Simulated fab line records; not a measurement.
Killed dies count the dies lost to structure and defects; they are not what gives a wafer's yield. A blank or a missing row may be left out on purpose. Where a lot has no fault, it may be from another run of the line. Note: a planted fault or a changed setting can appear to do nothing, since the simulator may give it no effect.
2 desks, one fault ; flow sky130 ; numbers are kept per desk, each desk with only its own; the story behind them comes last

THE TOOL OWNER'S DESK: cmp-01
The tool's own readings at SKY_VIA2_CMP_02 (polishes SiO2): means of the sampled wafers that have a number, for each lot that ran on this tool. Marked OUT: a lot whose mean sits more than 4 standard deviations from the usual mean, which makes it out of limits; the brackets give that distance.
Columns: A = motor_current_A at SKY_VIA2_CMP_02, usual 11.7 A
lot;first seen here;A
L665;day 34 21:18;12.0
L666;day 35 01:21;12.1
L667;day 35 14:52;11.6
L674;day 38 21:48;10.9
L675;day 38 23:28;12.6
L676;day 39 07:40;10.9
L679;day 39 20:55;11.0
L681;day 40 06:18;12.9
Finding of this desk: none of the 8 lots has anything out of limits.

THE METROLOGY DESK
Lot by lot, what the gauges showed, no matter which tool ran the lot: averages of those sampled wafers that carry a number. Marked OUT: a lot whose mean sits more than 4 standard deviations from the usual mean, which makes it out of limits; the brackets give that distance.
Columns: A = VIA2_OVL at SKY_VIA2_OVL_MEAS_13, usual -1 nm; B = CAPM_OVL at SKY_CAPM_OVL_MEAS_12, usual -0.2 nm
lot;first seen here;A;B
L665;day 36 00:17;2;1.0
L666;day 36 03:47;-5;1.4
L667;day 36 17:14;0;-2.5
L668;day 36 21:26;-4;-0.4
L669;day 37 04:38;-4;1.9
L671;day 37 23:51;-1;0.1
L674;day 39 23:40;-1;1.6
L675;day 40 00:44;-3;-1.4
L676;day 40 08:54;-8;-2.1
L677;day 40 17:29;-2;-0.3
L679;day 40 22:00;-1;1.1
L681;day 41 05:29;-7;1.4
L686;day 42 18:47;4;-1.9
Finding of this desk: none of the 13 lots has anything out of limits.

BROUGHT TOGETHER
Nothing out of limits was seen by the tool owner's desk.
From the metrology desk's view, nothing was out of limits.

WHAT HAD BEEN PUT IN BY THE SIMULATOR
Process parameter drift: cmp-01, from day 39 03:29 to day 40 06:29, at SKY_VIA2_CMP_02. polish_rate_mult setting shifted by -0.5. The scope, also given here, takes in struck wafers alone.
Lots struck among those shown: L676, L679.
